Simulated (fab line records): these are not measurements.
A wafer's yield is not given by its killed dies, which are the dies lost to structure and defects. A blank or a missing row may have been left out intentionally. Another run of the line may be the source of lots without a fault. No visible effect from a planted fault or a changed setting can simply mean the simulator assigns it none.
One fault seen from 2 desks -- flow sky130 -- what lay behind the numbers comes last; until then each desk has only its own

FOR THE TOOL OWNER'S DESK: litho track-04
The tool's own readings at SKY_LDD_HVP_DEVELOP_06 (develop time 60 s): means of the sampled wafers that have a number, for each lot that ran on this tool. A lot is out of limits, marked OUT, if its mean lies more than 4 standard deviations from the usual mean; the brackets give that distance.
Columns: A = developer temp C at SKY_LDD_HVP_DEVELOP_06, usual 23.01 C; B = resist line temp C at SKY_LDD_HVP_DEVELOP_06, usual 22.98 C
lot,first seen here,A,B
L999,day 21 20:16,23.92 (+7.6) OUT,22.81
L101,day 22 12:56,24.07 (+8.8) OUT,22.96
L109,day 32 17:14,22.92,22.91
L112,day 32 22:59,23.00,23.21
This desk's finding: out of limits on L101, L999; first on L999, day 21 20:16 (developer temp C at SKY_LDD_HVP_DEVELOP_06). In limits: L109, L112.

AT THE METROLOGY DESK
What the gauges read, lot by lot, whatever tool the lot ran on: means of the sampled wafers that have a number. A lot is out of limits, marked OUT, if its mean lies more than 4 standard deviations from the usual mean; the brackets give that distance.
Columns: A = LDD_HVP_TW at SKY_LDD_HVP_TW_MEAS_10, usual 454.5
lot,first seen here,A
L989,day 18 17:28,452.4
L997,day 21 18:50,453.4
L999,day 21 20:41,451.0
L100,day 22 04:00,459.3
L101,day 22 13:21,454.7
L103,day 23 00:08,456.7
L106,day 24 08:39,454.5
L109,day 32 17:39,453.2
L107,day 32 19:55,453.4
L110,day 32 22:11,458.3
L111,day 32 22:40,453.0
L112,day 32 23:24,453.6
This desk found nothing out of limits on any of the 12 lots.

ALL TOGETHER
An alarm could have come from the tool owner's desk at day 21 20:16, on L101, L999.
Nothing out of limits was seen by the metrology desk.
The metrology desk holds a record of L101, L999, inside its limits.
SKY_LDD_HVP_DEVELOP_06 was run on litho track-04 by each of the lots named.

WHAT THE SIMULATOR HAD PUT IN
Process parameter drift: litho track-04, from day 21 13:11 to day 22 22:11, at SKY_LDD_HVP_DEVELOP_06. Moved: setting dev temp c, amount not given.
Shown lots that were struck: L101, L999.
Hours from the fault's start to each desk's first reading out of limits: the tool owner's desk, 7.
